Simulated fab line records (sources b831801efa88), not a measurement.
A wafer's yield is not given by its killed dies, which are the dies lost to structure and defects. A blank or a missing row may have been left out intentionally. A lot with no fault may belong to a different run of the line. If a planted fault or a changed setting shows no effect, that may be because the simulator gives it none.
fab line records | flow sky130
record: lots: 6 | wafers: 18 | last_day: 50
route steps=708 shown VIA3@575 PAD_OPEN@708
lots that met no fault: from a run of the same line without faults
start_h: hours from the record's opening day to when the first of the lot's shown wafers began | wait_h: hours elapsed since this lot's preceding step | " repeats the value in the row above | L1.1+2: one row covering several wafers at once | - no value, or no start given | * or withheld: withheld | < > ~ a bound
route shown NAME@n: a module of which the file shows steps, and the number in the route of the first | usual: mean/standard deviation taken from wafers without a fault | same: alike in all rows | chamber/n: place in a boat | sites: per-site readings | _std_site: the values' standard deviation | _edge_site: outer sites' mean less inner sites' | radius_mm: for every site, how far away it sits from the centre of the wafer | mask NAME#n: copy n | behind: the tool/chamber that last shaped the wafer | hold: the reason the lot was held/the length of the hold in hours/how it ended | device: which transistor (n, p or np) failed to switch | end of line: the tests these same wafers got at the end of their route | where a step has no rows: the recipe by itself | killed: the dies lost at the first sort to structure and to defects; this is not the yield of the wafer | map: per-die view of a wafer (x killed, . not killed, _ where there is no die)
set.NAME: the run value of the setting; set.NAME@STEP: its run value at that earlier step | model.NAME: the simulator's own value behind a step, which no gauge read
lots at selected steps of the route; one table per step, one row per wafer
services: the hour from which a tool's chamber was out of use, counted from the record's first day as start_h (under 0 if before that day), plus the number of hours and why
== steps ==
step: SKY_VIA3_CMP_02
recipe: material: SiO2 | down_force_psi: 4 | platen_rpm: 60 | pad_velocity_m_s: 0.94248
usual: head_pressure_psi: 3.999/0.0086 | motor_current_A: 12.6/1.4 | slurry_flow_ml_min: 150.0/0.49
lot.wafer | tool   | chamber | start_h | wait_h | head_pressure_psi | motor_current_A | slurry_flow_ml_min
L580.4    | cmp-02 | 0       | 922.72  | 0.1    | 3.992             | 13.8            | 150.3
L580.1    | "      | 2       | "       | "      | 4.003             | 10.9            | 149.6
L580.5    | "      | 3       | "       | "      | 3.999             | 10.9            | 150.0
L584.1    | cmp-01 | 2       | 944.91  | 0.1    | 4.005             | 13.3            | 149.5
L584.4    | "      | 3       | "       | "      | 3.983             | 11.7            | 149.5
L584.5    | "      | 2       | "       | "      | 4.004             | 14.5            | 150.0
L585.3    | cmp-02 | 1       | 951.93  | 0.1    | 4.007             | 12.4            | 149.9
L585.6    | "      | 0       | "       | "      | 4.006             | 13.5            | 149.9
L585.5    | "      | 1       | "       | "      | 3.999             | 12.2            | 149.8
L593.4    | cmp-02 | 2       | 1007.78 | 0.0    | 3.979             | 10.4            | 150.3
L593.1    | "      | 3       | "       | "      | 3.992             | 10.3            | 150.2
L593.3    | "      | 0       | "       | "      | 4.017             | 13.2            | 149.4
L597.4    | cmp-01 | 3       | 1031.68 | 0.0    | 3.994             | 11.9            | 150.0
L597.3    | "      | 0       | "       | "      | 4.001             | 14.2            | 149.1
L597.5    | "      | 0       | "       | "      | 3.997             | 13.5            | 149.5
L600.2    | cmp-02 | 1       | 1050.43 | 0.3    | 4.003             | 11.9            | 150.2
L600.5    | "      | 0       | "       | "      | 3.990             | 13.9            | 150.1
L600.6    | "      | 1       | "       | "      | 4.002             | 11.7            | 151.6
step: SKY_VIA3_BOW_MEAS_03
recipe: mode: bow
usual: VIA3_BOW: 79/8.9
lot.wafer | tool          | chamber | start_h | wait_h | VIA3_BOW[um]
L580.1    | film_metro-04 | -       | 922.97  | 0.1    | 99
L580.4    | "             | -       | "       | "      | 88
L580.5    | "             | -       | "       | "      | 96
L584.1    | film_metro-04 | -       | 945.21  | 0.2    | 79
L584.4    | "             | -       | "       | "      | 80
L584.5    | "             | -       | "       | "      | 88
L585.3    | film_metro-01 | -       | 952.22  | 0.2    | 85
L585.5    | "             | -       | "       | "      | 87
L585.6    | "             | -       | "       | "      | 88
L593.1    | film_metro-01 | -       | 1008.08 | 0.2    | 91
L593.3    | "             | -       | "       | "      | 77
L593.4    | "             | -       | "       | "      | 84
L597.3    | film_metro-04 | -       | 1032.02 | 0.2    | 86
L597.4    | "             | -       | "       | "      | 81
L597.5    | "             | -       | "       | "      | 87
L600.2    | film_metro-01 | -       | 1050.72 | 0.2    | 79
L600.5    | "             | -       | "       | "      | 86
L600.6    | "             | -       | "       | "      | 77
step: SKY_VIA3_DEHYDRATE_04
recipe: temp_c: 200 | time_s: 60
step: SKY_VIA3_HMDS_05
recipe: prime_time_s: 60 | prime_temp_c: 120
step: SKY_VIA3_COAT_06
recipe: resist: BARC | temp_c: withheld | time_s: withheld | spin_rpm: 3000 | resist_thk_nm: 60
step: SKY_VIA3_COAT_07
recipe: resist: KrF-thick | spin_rpm: 3000 | resist_thk_nm: 450
step: SKY_VIA3_SOFTBAKE_08
recipe: temp_c: 100 | time_s: 90 | resist: KrF-thick
step: SKY_VIA3_EXPOSE_09
recipe: mask_id: VIM3 | na: 0.8 | source_shape: annular | sigma_inner: 0.55 | sigma_outer: 0.85 | target_cd_nm: 200 | dose_mj: 38
step: SKY_VIA3_PEB_10
recipe: peb_temp_c: withheld | peb_time_s: withheld | resist: KrF-thick
step: SKY_VIA3_DEVELOP_11
recipe: develop_time_s: 60 | resist: KrF-thick | dev_temp_c: 21
step: SKY_VIA3_CD_MEAS_12
recipe: target_cd_nm: 200
usual: cd_nm: 200.1/1.6
lot.wafer | tool      | chamber | start_h | wait_h | cd_nm
L580.1    | cd_sem-02 | -       | 947.77  | -      | 200.7
L580.4    | "         | -       | "       | "      | 201.0
L580.5    | "         | -       | "       | "      | 200.7
L584.1    | cd_sem-02 | -       | 969.24  | -      | 198.9
L584.4    | "         | -       | "       | "      | 201.6
L584.5    | "         | -       | "       | "      | 201.6
L585.3    | cd_sem-02 | -       | 975.74  | -      | 198.1
L585.5    | "         | -       | "       | "      | 197.7
L585.6    | "         | -       | "       | "      | 198.0
L593.1    | cd_sem-01 | -       | 1030.85 | -      | 201.2
L593.3    | "         | -       | "       | "      | 201.1
L593.4    | "         | -       | "       | "      | 200.4
L597.3    | cd_sem-02 | -       | 1053.21 | -      | 198.0
L597.4    | "         | -       | "       | "      | 197.7
L597.5    | "         | -       | "       | "      | 199.1
L600.2    | cd_sem-02 | -       | 1073.09 | -      | 198.7
L600.5    | "         | -       | "       | "      | 200.0
L600.6    | "         | -       | "       | "      | 200.2
step: SKY_VIA3_OVL_MEAS_13
usual: VIA3_OVL: -1/5.3
lot.wafer | tool       | chamber | start_h | wait_h | VIA3_OVL[nm]
L580.1    | overlay-02 | -       | 947.89  | 0.1    | -4
L580.4    | "          | -       | "       | "      | -5
L580.5    | "          | -       | "       | "      | -7
L584.1    | overlay-02 | -       | 969.36  | 0.1    | 0
L584.4    | "          | -       | "       | "      | -3
L584.5    | "          | -       | "       | "      | -4
L585.3    | overlay-02 | -       | 975.84  | 0.1    | 0
L585.5    | "          | -       | "       | "      | 2
L585.6    | "          | -       | "       | "      | 4
L593.1    | overlay-02 | -       | 1030.97 | 0.1    | -2
L593.3    | "          | -       | "       | "      | -10
L593.4    | "          | -       | "       | "      | -11
L597.3    | overlay-01 | -       | 1053.31 | 0.1    | -4
L597.4    | "          | -       | "       | "      | 3
L597.5    | "          | -       | "       | "      | 2
L600.2    | overlay-02 | -       | 1073.20 | 0.1    | 2
L600.5    | "          | -       | "       | "      | -2
L600.6    | "          | -       | "       | "      | -1
step: SKY_VIA3_ETCH_14
recipe: chemistry: N2/H2 | target: BARC | ion_energy_ev: 200 | source_w: 500 | bias_w: 100 | pressure_mtorr: 30 | n2_flow_sccm: 100 | h2_flow_sccm: 200 | stop_on: SiO2 | time_s: 45.9 | target_depth_a: 600
usual: bias_w: 100.03/0.28 | drypump_motor_current_A: 5.6/0.4 | h2_flow_sccm: 200.0/0.61 | oes_product_au: 0.855/0.0047 | throttle_valve_pct: 13.225/0.0094
lot.wafer | tool        | chamber | start_h | wait_h | bias_w | drypump_motor_current_A | h2_flow_sccm | oes_product_au | rf_hours_counter_h | throttle_valve_pct
L580.1    | rie_diel-02 | 1       | 947.93  | 0.0    | 99.61  | 6.3                     | 199.5        | 0.853          | 12                 | 13.234
L580.4    | "           | 3       | "       | "      | 100.00 | 5.2                     | 200.0        | 0.861          | 8                  | 13.218
L580.5    | "           | 2       | "       | "      | 99.79  | 5.3                     | 199.9        | 0.853          | -                  | 13.225
L584.1    | rie_diel-03 | 0       | 969.40  | 0.0    | 100.40 | 5.9                     | 200.3        | 0.855          | 25                 | 13.218
L584.4    | "           | 2       | "       | "      | 100.36 | 5.4                     | 199.6        | 0.855          | 19                 | 13.215
L584.5    | "           | 2       | "       | "      | 100.24 | 5.4                     | 200.1        | 0.857          | -                  | 13.223
L585.3    | rie_diel-02 | 3       | 975.86  | 0.0    | 100.01 | 5.2                     | 200.3        | 0.857          | 9                  | 13.227
L585.5    | "           | 0       | "       | "      | 99.91  | 5.1                     | 199.4        | 0.857          | -                  | 13.223
L585.6    | "           | 3       | "       | "      | 100.20 | 5.2                     | 201.5        | 0.855          | -                  | 13.234
L593.1    | rie_diel-03 | 1       | 1031.01 | 0.0    | 115.05 | 5.4                     | 200.6        | 0.850          | 10                 | 13.222
L593.3    | "           | 0       | "       | "      | 114.80 | 5.8                     | 201.1        | 0.842          | 0                  | 13.230
L593.4    | "           | 2       | "       | "      | 114.78 | 5.4                     | 200.2        | 0.853          | 21                 | 13.229
L597.3    | rie_diel-03 | 0       | 1053.33 | 0.0    | 114.86 | 5.8                     | 200.5        | 0.852          | 1                  | 13.220
L597.4    | "           | 3       | "       | "      | 114.61 | 5.9                     | 198.7        | 0.847          | 5                  | 13.238
L597.5    | "           | 0       | "       | "      | 114.33 | 5.8                     | 201.4        | 0.850          | -                  | 13.221
L600.2    | rie_diel-01 | 3       | 1073.23 | 0.0    | 99.88  | 6.1                     | 199.4        | 0.856          | 24                 | 13.224
L600.5    | "           | 1       | "       | "      | 100.11 | 6.5                     | 200.5        | 0.856          | -                  | 13.216
L600.6    | "           | 0       | "       | "      | 99.91  | 5.2                     | 200.7        | 0.861          | -                  | 13.227
step: SKY_VIA3_ETCH_15
recipe: target: SiO2 | chemistry: C4F8/O2/Ar | target_depth_nm: 507 | stop_on: TiN | mask_material: KrF-thick | source_w: 1500 | bias_w: 1200 | pressure_mtorr: 40 | c4f8_flow_sccm: withheld | O2_flow_sccm: 6 | Ar_flow_sccm: 300 | time_s: 78
usual: bias_w: 1200/3.7 | oes_product_au: 0.946/0.0041
lot.wafer | tool        | chamber | start_h | wait_h | bias_w | oes_product_au | rf_hours_counter_h
L580.1    | rie_diel-02 | 1       | 947.97  | 0.0    | 1195   | 0.946          | 12
L580.4    | "           | 3       | "       | "      | 1200   | 0.943          | 8
L580.5    | "           | 2       | "       | "      | 1202   | 0.942          | -
L584.1    | rie_diel-03 | 0       | 969.44  | 0.0    | 1198   | 0.945          | 25
L584.4    | "           | 2       | "       | "      | 1201   | 0.942          | 19
L584.5    | "           | 2       | "       | "      | 1205   | 0.938          | -
L585.3    | rie_diel-02 | 3       | 975.90  | 0.0    | 1199   | 0.949          | 9
L585.5    | "           | 0       | "       | "      | 1195   | 0.948          | -
L585.6    | "           | 3       | "       | "      | 1199   | 0.945          | -
L593.1    | rie_diel-03 | 1       | 1031.05 | 0.0    | 1205   | 0.947          | 10
L593.3    | "           | 0       | "       | "      | 1193   | 0.947          | 0
L593.4    | "           | 2       | "       | "      | 1191   | 0.950          | 21
L597.3    | rie_diel-03 | 0       | 1053.37 | 0.0    | 1204   | 0.942          | 1
L597.4    | "           | 3       | "       | "      | 1201   | 0.940          | 5
L597.5    | "           | 0       | "       | "      | 1200   | 0.952          | -
L600.2    | rie_diel-01 | 3       | 1073.27 | 0.0    | 1196   | 0.950          | 24
L600.5    | "           | 1       | "       | "      | 1206   | 0.948          | -
L600.6    | "           | 0       | "       | "      | 1198   | 0.942          | -
step: SKY_PAD_OPEN_PROBE_99
usual: defect_limited_yield: 82.5/2 | killed_at_M0_to_M3: 44/7.4 | killed_at_M4_up: 3.0/1.8 | killed_at_contacts: 24/5.1 | killed_at_front_end: 15/4.3 | killed_at_other: 0.3/0.54 | killed_dies: 86/9.9 | killed_on_rim: 17/3.9 | killed_open: 47/7.1 | killed_short: 38/6.7 | sort_bin_3_pad_short: 0.8/0.39 | sort_bin_5_function: 10.4/1.5 | sort_bin_6_memory: 6.2/1.2 | sort_n_pass: 406/9.9 | sort_yield_pct: 82.5/2
same: gross_dies: 492 | killed_at_back_side: 0 | sort_bin_4_leakage[%]: 0 | sort_bin_8_speed[%]: 0
lot.wafer | tool      | chamber | start_h | wait_h | defect_limited_yield[%] | killed_at_M0_to_M3 | killed_at_M4_up | killed_at_contacts | killed_at_front_end | killed_at_other | killed_dies | killed_on_rim | killed_open | killed_short | sort_bin_3_pad_short[%] | sort_bin_5_function[%] | sort_bin_6_memory[%] | sort_n_pass | sort_yield_pct[%]
L580.1    | prober-02 | -       | 1094.17 | 0.1    | 82.1                    | 48                 | 3               | 20                 | 17                  | 0               | 88          | 14            | 46          | 42           | 0.6                     | 9.3                    | 7.9                  | 404         | 82.1
L580.4    | prober-02 | -       | 1094.32 | 0.2    | 85.4                    | 33                 | 1               | 27                 | 11                  | 0               | 72          | 13            | 37          | 35           | 0.6                     | 8.3                    | 5.7                  | 420         | 85.4
L580.5    | prober-02 | -       | 1094.37 | 0.2    | 79.1                    | 51                 | 1               | 39                 | 12                  | 0               | 103         | 21            | 59          | 44           | 0.6                     | 12.8                   | 7.5                  | 389         | 79.1
L584.1    | prober-02 | -       | 1113.49 | 0.1    | 82.5                    | 41                 | 2               | 21                 | 22                  | 0               | 86          | 17            | 51          | 35           | 0.6                     | 11.8                   | 5.1                  | 406         | 82.5
L584.4    | prober-02 | -       | 1113.64 | 0.2    | 82.3                    | 39                 | 1               | 26                 | 21                  | 0               | 87          | 18            | 49          | 38           | 0.8                     | 10.4                   | 6.5                  | 405         | 82.3
L584.5    | prober-02 | -       | 1113.69 | 0.2    | 81.3                    | 45                 | 5               | 24                 | 18                  | 0               | 92          | 25            | 52          | 40           | 0.8                     | 11.4                   | 6.5                  | 400         | 81.3
L585.3    | prober-01 | -       | 1118.70 | 0.2    | 85.0                    | 44                 | 0               | 22                 | 8                   | 0               | 74          | 10            | 47          | 27           | 1.0                     | 8.7                    | 5.3                  | 418         | 85.0
L585.5    | prober-01 | -       | 1118.80 | 0.2    | 83.5                    | 39                 | 2               | 23                 | 15                  | 2               | 81          | 9             | 44          | 37           | 0.6                     | 8.3                    | 7.5                  | 411         | 83.5
L585.6    | prober-01 | -       | 1118.85 | 0.2    | 84.6                    | 42                 | 2               | 23                 | 8                   | 1               | 76          | 12            | 46          | 30           | 1.0                     | 8.7                    | 5.7                  | 416         | 84.6
L593.1    | prober-02 | -       | 1164.71 | 0.1    | 83.7                    | 34                 | 3               | 24                 | 18                  | 1               | 80          | 15            | 44          | 36           | 0.6                     | 10.0                   | 5.7                  | 412         | 83.7
L593.3    | prober-02 | -       | 1164.81 | 0.2    | 81.7                    | 44                 | 3               | 27                 | 16                  | 0               | 90          | 16            | 48          | 42           | 1.0                     | 10.0                   | 7.3                  | 402         | 81.7
L593.4    | prober-02 | -       | 1164.86 | 0.2    | 81.3                    | 37                 | 2               | 26                 | 27                  | 0               | 92          | 17            | 52          | 40           | 1.0                     | 10.8                   | 6.9                  | 400         | 81.3
L597.3    | prober-02 | -       | 1179.93 | 0.2    | 79.7                    | 49                 | 4               | 28                 | 19                  | 0               | 100         | 26            | 58          | 42           | 0.6                     | 11.0                   | 8.7                  | 392         | 79.7
L597.4    | prober-02 | -       | 1179.98 | 0.2    | 80.7                    | 55                 | 4               | 28                 | 8                   | 0               | 95          | 20            | 49          | 46           | 0.4                     | 12.4                   | 6.5                  | 397         | 80.7
L597.5    | prober-02 | -       | 1180.03 | 0.2    | 82.7                    | 41                 | 5               | 27                 | 12                  | 0               | 85          | 19            | 47          | 38           | 0.6                     | 12.2                   | 4.5                  | 407         | 82.7
L600.2    | prober-01 | -       | 1195.49 | 0.1    | 83.7                    | 38                 | 0               | 22                 | 19                  | 1               | 80          | 23            | 47          | 33           | 0.8                     | 10.0                   | 5.5                  | 412         | 83.7
L600.5    | prober-01 | -       | 1195.64 | 0.2    | 82.1                    | 46                 | 2               | 26                 | 14                  | 0               | 88          | 16            | 47          | 41           | 1.0                     | 10.4                   | 6.5                  | 404         | 82.1
L600.6    | prober-01 | -       | 1195.69 | 0.2    | 85.0                    | 40                 | 0               | 23                 | 10                  | 1               | 74          | 22            | 41          | 33           | 0.2                     | 10.6                   | 4.3                  | 418         | 85.0
killed by level:class
L580.1 LI_CONTACT:geometric_particle:open=8 VIA1:geometric_particle:open=8 CONTACT:geometric_particle:open=7 VIA2:geometric_particle:open=6 VIA1:geometric_particle:short=6 METAL2:geometric_particle:short=6 FIELD_ISO:geometric_particle:short=5 VIA2:geometric_particle:short=5
L580.4 CONTACT:geometric_particle:short=12 LI_CONTACT:geometric_particle:open=9 VIA1:geometric_particle:open=6 FIELD_ISO:geometric_particle:short=5 METAL2:geometric_particle:short=5 CONTACT:geometric_particle:open=5 VIA2:geometric_particle:open=5 VIA1:geometric_particle:short=4
L580.5 CONTACT:geometric_particle:open=21 VIA1:geometric_particle:open=9 METAL1:geometric_particle:short=8 VIA2:geometric_particle:open=8 VIA3:geometric_particle:open=7 CONTACT:geometric_particle:short=7 LI_CONTACT:geometric_particle:open=6 VIA1:geometric_particle:short=6
L584.1 VIA1:geometric_particle:open=11 FIELD_ISO:geometric_particle:open=10 CONTACT:geometric_particle:open=8 METAL2:geometric_particle:short=6 FIELD_ISO:geometric_particle:short=5 VIA2:geometric_particle:open=5 VIA3:geometric_particle:open=5 LI_CONTACT:geometric_particle:open=4
L584.4 VIA1:geometric_particle:open=12 LI_CONTACT:geometric_particle:open=10 CONTACT:geometric_particle:open=7 FIELD_ISO:geometric_particle:open=6 LOCAL_INTERCONNECT:geometric_particle:short=5 METAL1:geometric_particle:short=5 METAL2:geometric_particle:short=5 FIELD_ISO:geometric_particle:short=4
L584.5 VIA1:geometric_particle:open=10 VIA3:geometric_particle:open=9 LI_CONTACT:geometric_particle:open=8 CONTACT:geometric_particle:open=8 POLY_GATE:geometric_particle:short=6 METAL2:geometric_particle:short=6 LOCAL_INTERCONNECT:geometric_particle:short=6 POLY_GATE:geometric_particle:open=5
L585.3 VIA3:geometric_particle:open=10 VIA1:geometric_particle:open=9 CONTACT:geometric_particle:open=8 CONTACT:geometric_particle:short=7 VIA1:geometric_particle:short=5 VIA2:geometric_particle:open=5 LI_CONTACT:geometric_particle:open=4 METAL1:geometric_particle:short=4
L585.5 CONTACT:geometric_particle:open=10 LI_CONTACT:geometric_particle:open=10 METAL1:geometric_particle:short=8 VIA1:geometric_particle:open=7 METAL2:geometric_particle:short=6 POLY_GATE:geometric_particle:open=4 VIA2:geometric_particle:short=4 VIA2:geometric_particle:open=4
L585.6 VIA1:geometric_particle:open=10 CONTACT:geometric_particle:open=9 LI_CONTACT:geometric_particle:open=8 VIA2:geometric_particle:open=8 VIA1:geometric_particle:short=5 VIA3:geometric_particle:open=5 VIA3:geometric_particle:short=4 FIELD_ISO:geometric_particle:short=3
L593.1 CONTACT:geometric_particle:short=7 VIA1:geometric_particle:open=7 LI_CONTACT:geometric_particle:open=7 METAL2:geometric_particle:short=7 VIA2:geometric_particle:open=7 FIELD_ISO:geometric_particle:short=6 VIA3:geometric_particle:open=5 SPACER:geometric_particle:short=4
L593.3 VIA1:geometric_particle:open=10 CONTACT:geometric_particle:open=9 METAL2:geometric_particle:short=8 LI_CONTACT:geometric_particle:open=6 CONTACT:geometric_particle:short=6 VIA3:geometric_particle:open=6 LI_CONTACT:geometric_particle:short=5 METAL1:geometric_particle:short=5
L593.4 CONTACT:geometric_particle:open=14 VIA1:geometric_particle:open=9 FIELD_ISO:geometric_particle:short=8 FIELD_ISO:geometric_particle:open=6 VIA3:geometric_particle:open=6 LI_CONTACT:geometric_particle:open=5 VIA2:geometric_particle:open=5 POLY_GATE:geometric_particle:short=4
L597.3 VIA1:geometric_particle:open=14 CONTACT:geometric_particle:open=11 VIA1:geometric_particle:short=8 LI_CONTACT:geometric_particle:open=8 POLY_GATE:geometric_particle:open=5 METAL1:geometric_particle:short=5 VIA3:geometric_particle:open=5 FIELD_ISO:geometric_particle:open=4
L597.4 VIA1:geometric_particle:open=17 LI_CONTACT:geometric_particle:open=10 VIA1:geometric_particle:short=8 METAL2:geometric_particle:short=7 LI_CONTACT:geometric_particle:short=6 CONTACT:geometric_particle:open=6 CONTACT:geometric_particle:short=5 VIA2:geometric_particle:open=5
L597.5 LI_CONTACT:geometric_particle:open=10 VIA1:geometric_particle:open=9 VIA2:geometric_particle:open=7 CONTACT:geometric_particle:open=6 VIA3:geometric_particle:open=6 VIA3:geometric_particle:short=5 VIA1:geometric_particle:short=5 CONTACT:geometric_particle:short=4
L600.2 LI_CONTACT:geometric_particle:open=10 VIA1:geometric_particle:open=9 FIELD_ISO:geometric_particle:open=6 METAL1:geometric_particle:short=6 CONTACT:geometric_particle:open=6 VIA1:geometric_particle:short=6 FIELD_ISO:geometric_particle:short=5 METAL2:geometric_particle:short=5
L600.5 VIA3:geometric_particle:open=13 LOCAL_INTERCONNECT:geometric_particle:short=7 VIA1:geometric_particle:short=7 VIA1:geometric_particle:open=7 CONTACT:geometric_particle:open=6 METAL2:geometric_particle:short=5 FIELD_ISO:geometric_particle:open=4 FIELD_ISO:geometric_particle:short=4
L600.6 VIA1:geometric_particle:open=10 LI_CONTACT:geometric_particle:open=8 CONTACT:geometric_particle:open=7 VIA3:geometric_particle:open=6 VIA1:geometric_particle:short=5 VIA3:geometric_particle:short=5 VIA2:geometric_particle:open=4 METAL1:geometric_particle:short=4
== services ==
tool        | chamber | start_h | hours | kind
rie_diel-03 | 1       | 899.67  | 6.2   | repair
cmp-02      | -       | 912.00  | 4.0   | pm
rie_diel-02 | -       | 919.46  | 1.7   | repair
rie_diel-03 | 3       | 929.04  | 6.7   | repair
rie_diel-02 | 1       | 934.92  | 3.7   | repair
rie_diel-01 | 0       | 943.39  | 15.2  | repair
rie_diel-03 | 3       | 945.49  | 3.3   | repair
rie_diel-03 | -       | 952.53  | 2.8   | pm
cmp-01      | -       | 976.73  | 1.0   | repair
rie_diel-02 | -       | 991.60  | 0.7   | repair
rie_diel-02 | -       | 995.46  | 2.2   | repair
rie_diel-03 | 0       | 1004.74 | -     | clean
rie_diel-03 | 0       | 1004.74 | -     | consumable_replace:showerhead
rie_diel-03 | 0       | 1004.74 | 17.1  | scheduled_down
rie_diel-03 | 0       | 1004.74 | 17.1  | vent_cycle
cmp-01      | -       | 1007.65 | 2.8   | repair
rie_diel-02 | 1       | 1022.27 | 7.2   | repair
cmp-02      | -       | 1025.99 | 3.0   | repair
cmp-02      | -       | 1037.27 | 4.6   | pm
cmp-01      | -       | 1037.71 | 5.1   | repair
rie_diel-01 | -       | 1046.35 | 0.6   | repair
cmp-01      | -       | 1048.08 | 6.4   | pm
rie_diel-01 | 0       | 1052.26 | 5.7   | repair
cmp-01      | -       | 1054.51 | 16.6  | pm
== key ==
first_sign: step: SKY_VIA3_ETCH_14 | reading: bias_w | direction: up | sigmas: 53 | usual: 100.03 | struck: 114.74
effect none on later readings
met_at SKY_VIA3_ETCH_14
struck_wafers L593.1,L593.3,L593.4,L597.3,L597.4,L597.5
onset_between 969.40 1031.01
fault: kind: process_parameter_drift | tool: rie_diel-03 | chamber: - | onset_h: 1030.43 | steps: SKY_VIA3_ETCH_14 | channel: bias_w | offset: 14.813 | shape: step | end_h: 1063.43 | acts_in: these_recipes_only | stated: 100
